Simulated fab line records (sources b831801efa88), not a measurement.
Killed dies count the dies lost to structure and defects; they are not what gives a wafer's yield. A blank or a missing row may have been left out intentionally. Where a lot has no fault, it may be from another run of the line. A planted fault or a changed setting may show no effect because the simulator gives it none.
What tool caused it? -- flow gf180mcu -- 13 lots with 39 wafers sampled at 5 steps, on a route of 602 steps

== WHAT EACH GAUGE READ, for each wafer ==
GF_POLY_GATE_CD_MEAS_18. Usual: 280.3 nm for cdNm, sd 1.9.
lot,measured,on,cdNm (nm),flag
L285,day 9 09:14,cdSem-02,280.4 280.7 281.4,
L286,day 9 14:01,cdSem-01,282.4 281.8 280.2,
L287,day 10 00:32,cdSem-02,277.3 281.3 278.9,
L288,day 10 04:52,cdSem-02,279.6 282.0 281.1,
L291,day 11 04:13,cdSem-02,282.9 281.6 281.8,
L292,day 11 10:55,cdSem-02,281.8 283.4 279.0,
L293,day 11 19:26,cdSem-01,280.4 276.1 279.0,
L294,day 12 01:43,cdSem-02,281.0 279.2 279.9,
L297,day 12 21:56,cdSem-01,279.2 280.6 281.6,
L298,day 13 04:49,cdSem-02,282.0 281.1 282.8,
L304,day 14 22:58,cdSem-01,279.6 277.8 280.0,
L305,day 15 07:57,cdSem-01,278.0 278.4 280.1,
L306,day 15 13:31,cdSem-02,283.4 280.2 280.0,

GF_SAB_THK_MEAS_01. Usual: SAB_CVD_00_THK typically reads 49.9 nm, with standard deviation 0.7.
lot,measured,on,SAB_CVD_00_THK (nm),flag
L285,day 14 10:50,filmMetro-01,49.9 50.3 50.6,
L286,day 14 14:21,filmMetro-03,49.7 49.3 50.4,
L287,day 15 04:25,filmMetro-01,50.7 50.0 50.9,
L288,day 15 08:38,filmMetro-03,48.6 48.6 48.8,
L291,day 16 10:47,filmMetro-02,50.2 50.0 50.5,
L292,day 16 21:04,filmMetro-03,49.5 50.4 50.5,
L293,day 17 06:45,filmMetro-02,48.9 50.3 51.0,
L294,day 17 11:42,filmMetro-03,49.6 50.5 50.5,
L297,day 18 15:14,filmMetro-03,49.5 49.1 50.1,
L298,day 18 21:50,filmMetro-02,49.7 49.2 50.2,
L304,day 21 00:25,filmMetro-01,42.1 42.9 50.9,OFF
L305,day 21 08:38,filmMetro-01,41.7 49.0 50.2,OFF
L306,day 21 15:28,filmMetro-03,48.5 41.9 49.6,OFF

GF_CONTACT_THK_MEAS_01. Usual: CONTACT_CVD_00_THK typically reads 285 nm, with standard deviation 3.1.
lot,measured,on,CONTACT_CVD_00_THK (nm),flag
L285,day 15 08:41,filmMetro-02,287 284 283,
L286,day 15 12:11,filmMetro-04,283 283 288,
L287,day 16 02:55,filmMetro-04,285 280 283,
L288,day 16 07:12,filmMetro-04,288 285 288,
L291,day 17 10:50,filmMetro-04,288 289 288,
L292,day 17 20:19,filmMetro-02,285 290 290,
L293,day 18 06:33,filmMetro-04,287 285 279,
L294,day 18 11:22,filmMetro-03,284 280 284,
L297,day 19 16:26,filmMetro-02,286 279 285,
L298,day 19 23:13,filmMetro-03,278 280 280,
L304,day 22 00:28,filmMetro-02,279 284 280,
L305,day 22 09:20,filmMetro-02,286 286 289,
L306,day 22 16:32,filmMetro-03,289 284 288,

== WHICH TOOL RAN EACH LOT (tool, then ch and the chambers of the sampled wafers, then the start) ==
lot,GF_SAB_CVD_00,GF_SAB_STRIP_13
L285,"pecvd-04 ch 0,2, day 14 10:49","plasmaAsher-04 ch 0,1, day 15 07:47"
L286,"pecvd-01 ch 0,1,2, day 14 14:19","plasmaAsher-03 ch 1, day 15 11:25"
L287,"pecvd-04 ch 0,1,2, day 15 04:22","plasmaAsher-04 ch 0,1, day 16 02:09"
L288,"pecvd-01 ch 0,1, day 15 08:35","plasmaAsher-03 ch 0,1, day 16 06:28"
L291,"pecvd-02 ch 0,1,2, day 16 10:46","plasmaAsher-01 ch 0,1, day 17 10:04"
L292,"pecvd-04 ch 0,1,2, day 16 21:02","plasmaAsher-01 ch 0,1, day 17 19:26"
L293,"pecvd-01 ch 0,1,2, day 17 06:43","plasmaAsher-01 ch 0,1, day 18 05:49"
L294,"pecvd-04 ch 0,1,2, day 17 11:41","plasmaAsher-04 ch 0,1, day 18 10:37"
L297,"pecvd-02 ch 0,2, day 18 15:13","plasmaAsher-04 ch 0,1, day 19 15:41"
L298,"pecvd-01 ch 0,1, day 18 21:49","plasmaAsher-04 ch 0,1, day 19 22:28"
L304,"pecvd-01 ch 0,1, day 21 00:23","plasmaAsher-03 ch 0,1, day 21 23:42"
L305,"pecvd-01 ch 0,1,2, day 21 08:37","plasmaAsher-03 ch 0,1, day 22 08:26"
L306,"pecvd-01 ch 0,1, day 21 15:26","plasmaAsher-04 ch 0, day 22 15:29"
- GF_SAB_CVD_00: deposits SiO2 from TEOS, target thk 50 nm, time 4.9302 s.
- GF_SAB_STRIP_13: strips in O2/N2.

== WHAT THE TOOLS THEMSELVES READ (means of the sampled wafers that have a number; where no wafer has one, the mark that the record gives instead) ==
GF_SAB_CVD_00. Usual: 634 W for heaterPowerW, sd 98.
lot,tool,heaterPowerW (W),flag
L285,pecvd-04,588,
L286,pecvd-01,666,
L287,pecvd-04,590,
L288,pecvd-01,736,
L291,pecvd-02,697,
L292,pecvd-04,590,
L293,pecvd-01,650,
L294,pecvd-04,580,
L297,pecvd-02,681,
L298,pecvd-01,733,
L304,pecvd-01,599,
L305,pecvd-01,632,
L306,pecvd-01,736,

GF_SAB_STRIP_13. Usual: drypumpMotorCurrentA 5.7 A, standard deviation 0.38; heaterPowerW 331 W, standard deviation 36; oesProductAu 0.709 a.u., standard deviation 0.0046; stripTimeToEndpointS 12.61 s, standard deviation 0.034.
lot,tool,drypumpMotorCurrentA (A),heaterPowerW (W),oesProductAu (a.u.),stripTimeToEndpointS (s),flag
L285,plasmaAsher-04,5.4,305,0.715,12.56,
L286,plasmaAsher-03,6.2,399,0.709,12.68,
L287,plasmaAsher-04,5.4,306,0.709,12.57,
L288,plasmaAsher-03,6.1,380,0.710,12.61,
L291,plasmaAsher-01,5.5,301,0.709,12.53,
L292,plasmaAsher-01,5.5,302,0.705,12.62,
L293,plasmaAsher-01,5.3,317,0.710,12.59,
L294,plasmaAsher-04,5.4,309,0.711,12.64,
L297,plasmaAsher-04,5.6,294,0.709,12.58,
L298,plasmaAsher-04,5.4,309,0.709,12.65,
L304,plasmaAsher-03,6.1,362,0.705,12.63,
L305,plasmaAsher-03,5.9,353,0.711,12.63,
L306,plasmaAsher-04,5.8,283,0.705,12.65,

== THE ANSWER, worked out from the rows above alone ==
Rule: lot off if the mean of its wafers having a number is beyond 3 standard deviations from the usual mean. A lot without any number at a reading at which 4 lots or more have one is off too. Where the step has rows for the other lots, those lots are counted as sound. Order of review: gauges by route order, followed by the tools' own readings, for which a lot's mean as printed above is used. The first step at which some lot is off is used, and at that step the reading that is off furthest; a lot without a number counts as furthest.
Off: at GF_SAB_THK_MEAS_01 (SAB_CVD_00_THK), L304, L305, L306.
If a tool, at a process step before that reading, ran all the lots that are off and no sound lot after the first of them, it fits. The gauges at GF_SAB_THK_MEAS_01 are tried like those tools. One fits: GF_SAB_CVD_00 on pecvd-01. A fault onset in the window from L298 (day 18 21:49, its last sound lot) to L304 (day 21 00:23, its first lot off) fits.

== WHAT THE SIMULATOR HAD PUT IN ==
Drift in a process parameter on pecvd-01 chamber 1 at GF_SAB_CVD_00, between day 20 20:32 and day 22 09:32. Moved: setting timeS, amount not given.
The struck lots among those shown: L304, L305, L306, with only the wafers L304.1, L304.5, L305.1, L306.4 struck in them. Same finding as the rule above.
